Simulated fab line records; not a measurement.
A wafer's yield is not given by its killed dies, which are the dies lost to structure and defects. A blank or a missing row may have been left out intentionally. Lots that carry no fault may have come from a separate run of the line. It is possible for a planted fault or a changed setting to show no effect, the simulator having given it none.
Which tool is to blame? | flow sky130 | 14 lots with 42 wafers sampled at 2 steps, on a route of 708 steps

WHAT THE GAUGES READ, wafer by wafer
SKY_FIELD_ISO_THK_MEAS_23.
lot  | measured    | on           | FIELD_ISO_OXIDATION_01_THK (nm)
L128 | day 2 09:34 | filmMetro-03 | 9.94 9.82 9.77
L129 | day 2 19:08 | filmMetro-01 | 10.10 10.15 10.03
L131 | day 2 22:37 | filmMetro-02 | 9.71 9.59 9.76
L132 | day 3 03:16 | filmMetro-02 | 10.14 10.12 10.24
L133 | day 3 10:20 | filmMetro-01 | 9.94 9.99 10.07
L134 | day 3 19:43 | filmMetro-01 | 10.04 9.93 10.00
L135 | day 3 19:45 | filmMetro-03 | 10.14 9.98 9.99
L136 | day 4 03:53 | filmMetro-01 | 9.96 9.80 9.82
L137 | day 4 07:58 | filmMetro-02 | 9.92 10.06 9.90
L138 | day 4 12:13 | filmMetro-02 | 10.08 9.99 9.96
L140 | day 4 22:33 | filmMetro-01 | 10.03 10.07 10.05
L143 | day 5 15:04 | filmMetro-02 | 9.93 10.07 10.06
L145 | day 6 01:06 | filmMetro-02 | 9.53 9.58 9.54
L147 | day 6 12:53 | filmMetro-01 | 9.70 9.75 9.77

TOOL THAT RAN EACH LOT (tool first, then ch and the chambers of the sampled wafers, then the start)
lot  | SKY_FIELD_ISO_ETCH_15
L128 | rieDiel-03 ch 0,1, day 2 07:09
L129 | rieDiel-03 ch 0,1,2, day 2 16:16
L131 | rieDiel-03 ch 1,2, day 2 20:37
L132 | rieDiel-02 ch 0,1, day 3 01:33
L133 | rieDiel-03 ch 1,2, day 3 07:43
L134 | rieDiel-04 ch 0,1, day 3 13:26
L135 | rieDiel-03 ch 0,3, day 3 16:40
L136 | rieDiel-04 ch 1,2,3, day 3 23:00
L137 | rieDiel-02 ch 1,2,3, day 4 03:37
L138 | rieDiel-02 ch 1,3, day 4 07:51
L140 | rieDiel-04 ch 1,2, day 4 20:52
L143 | rieDiel-04 ch 0,3, day 5 13:23
L145 | rieDiel-03 ch 0,2,3, day 5 23:26
L147 | rieDiel-03 ch 0,1,3, day 6 09:59
- SKY_FIELD_ISO_ETCH_15: etches the open film in CHF3/O2, stops on Si, target depth 180 nm, time 72 s.

WHAT THE TOOLS THEMSELVES READ (means of the sampled wafers that have a number; where no wafer has one, the mark that the record gives instead)
SKY_FIELD_ISO_ETCH_15.
lot  | tool       | O2_flow_sccm (sccm) | biasW (W) | drypumpMotorCurrentA (A) | oesProductAu (a.u.) | throttleValvePct (%)
L128 | rieDiel-03 | 4.997               | 199.7     | 6.0                      | 0.935               | 8.835
L129 | rieDiel-03 | 5.007               | 200.1     | 5.9                      | 0.943               | 8.844
L131 | rieDiel-03 | 4.995               | 200.1     | 6.1                      | 0.952               | 8.848
L132 | rieDiel-02 | 5.003               | 199.9     | 5.6                      | 0.950               | 8.833
L133 | rieDiel-03 | 4.999               | 200.1     | 6.2                      | 0.950               | 8.853
L134 | rieDiel-04 | 4.997               | 199.9     | 5.3                      | 0.953               | 8.839
L135 | rieDiel-03 | 5.013               | 200.3     | 5.2                      | 0.947               | 8.849
L136 | rieDiel-04 | 5.018               | 199.7     | 5.7                      | 0.944               | 8.841
L137 | rieDiel-02 | 5.000               | 199.4     | 5.8                      | 0.937               | 8.829
L138 | rieDiel-02 | 5.004               | 200.3     | 5.5                      | 0.944               | 8.837
L140 | rieDiel-04 | 4.995               | 200.0     | 5.5                      | 0.941               | 8.844
L143 | rieDiel-04 | 4.994               | 200.3     | 5.8                      | 0.953               | 8.847
L145 | rieDiel-03 | 4.981               | 200.4     | 5.5                      | 0.938               | 8.837
L147 | rieDiel-03 | 5.014               | 200.1     | 5.6                      | 0.945               | 8.843

THE ANSWER, worked out from the rows above alone
Rule: usual is defined by the lots themselves. Put in order of their means at a reading, lots are off if they are a third of the lots or fewer, leave a main group of 4 or more, and stand apart from it by a gap of 3 or more times the standard deviation of the main group's means; of several such gaps the widest counts. The tables above print the reading to a certain number of digits; a main group whose means all agree to those digits is not used. Also off: a lot with no number at a reading for which 4 or more lots have one. The other lots that the step has rows for count as sound. First the gauges in route order, then the tools' own readings, where a lot's mean is used as printed above. The first step at which some lot is off is used, and at that step the reading that is off furthest; a lot without a number counts as furthest.
No lot is off on any of the readings shown, so nothing can be concluded from this.

WHAT HAD BEEN PUT IN BY THE SIMULATOR
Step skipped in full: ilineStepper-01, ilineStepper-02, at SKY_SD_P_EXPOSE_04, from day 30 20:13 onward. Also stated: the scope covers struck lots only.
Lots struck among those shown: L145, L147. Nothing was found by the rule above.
